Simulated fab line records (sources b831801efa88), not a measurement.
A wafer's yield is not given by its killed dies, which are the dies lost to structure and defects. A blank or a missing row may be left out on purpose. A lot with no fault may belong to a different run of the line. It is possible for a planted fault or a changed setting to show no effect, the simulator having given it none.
Problem report in the 8D (eight disciplines) form, filled by code / flow sky130 / the parts of the form that need people (team, actions taken, sign-off) are left out

1. WHAT WENT WRONG
POLY_GATE_CVD_00_THK at SKY_POLY_GATE_THK_MEAS_01 reads a mean of 139.2 nm on 3 wafers of 1 lot; wafers without a fault read 181.1 nm with a standard deviation of 1.5. Measured from the usual mean, that is -28 standard deviations.
Seen first at day 16 18:49 on film metro-02, wafer L403.3. At this step, 33 wafers from 11 lots have a number in the record. The rule behind "out" and "out of limits": a value lying over 4 standard deviations away from the usual mean. The rest of the wafers with a number are treated as sound.

2. WHAT IT IS, AND WHAT IT ISN'T
question=which readings at this step | is=POLY_GATE_CVD_00_THK | is not=-
question=which lots | is=L403 | is not=L397, L398, L399, L400, L402, L412, L414, L416, L417, L418
question=which wafers of those lots | is=all that have a number | is not=-
question=read on which gauges | is=film metro-02 | is not=film metro-03, film metro-04
question=when | is=from day 16 18:49 | is not=up to then (15 sound wafers); but 15 sound wafers of L412, L414, L416, L417, L418 came after

3. THE SUSPECTS, EACH WITH WHAT RULES IT OUT
Counting: a tool at any process step up to the reading remains a suspect when it ran all the lots that are out and ran no sound lot after the first of those.
- the gauge at SKY_POLY_GATE_THK_MEAS_01 is ruled out. All the wafers that are out were read on film metro-02, but those of them that SKY_POLY_GATE_ETCH_17 has rows for are out there too, on other tools.
- plasma asher-04 at SKY_VT_ADJUST_HVTR_STRIP_10 (strips in O2/N2): ruled out as a lasting fault. The sound lots L414 went through it after L403, its earliest lot that is out (day 11 22:51).
- lpcvd-01 at SKY_POLY_GATE_CVD_00 (deposits poly-Si, target thk 180 nm, time 720 s): ruled out as a lasting fault. The sound lots L412, L414, L417, L416, L418 went through it after L403, its earliest lot that is out (day 16 17:36).
Left after counting: nothing in the record.

4. THE CAUSE (what the simulator had put in)
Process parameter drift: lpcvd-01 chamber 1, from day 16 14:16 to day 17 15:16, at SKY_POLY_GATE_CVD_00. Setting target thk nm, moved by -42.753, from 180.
The count ruled it out by mistake, since the rule takes a fault to strike every lot its tool runs from the start of the fault on, and this one did not do so.

5. SEQUENCE OF EFFECTS, ordered by route
Rows list readings where the struck wafers' mean (over those with a number) sits beyond 3 standard deviations from the usual. Scope: only readings with a usual standard deviation given in the record; hours: median across lots of the time from each lot's start at the first step in this table that gives one to its start at this step; sigmas: change in usual standard deviations.
hours=0; step=SKY_POLY_GATE_THK_MEAS_01; reading=POLY_GATE_CVD_00_THK; usual=181.1 nm; on struck wafers=139.2; change=-41.9; sigmas=-28
hours=62; step=SKY_POLY_GATE_ETCH_17; reading=oes product au; usual=0.990 a.u.; on struck wafers=0.827; change=-0.163; sigmas=-21
The process steps in it:
- SKY_POLY_GATE_ETCH_17: etches poly-Si in HBr/Cl2, stops on SiO2, target depth 180 nm, time 70.5 s.

6. WHAT WOULD HAVE CAUGHT IT SOONER
5 hours passed between the start of the fault at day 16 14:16 and the first reading out of limits at a measuring or inspecting step in this record, taken at day 16 18:49.
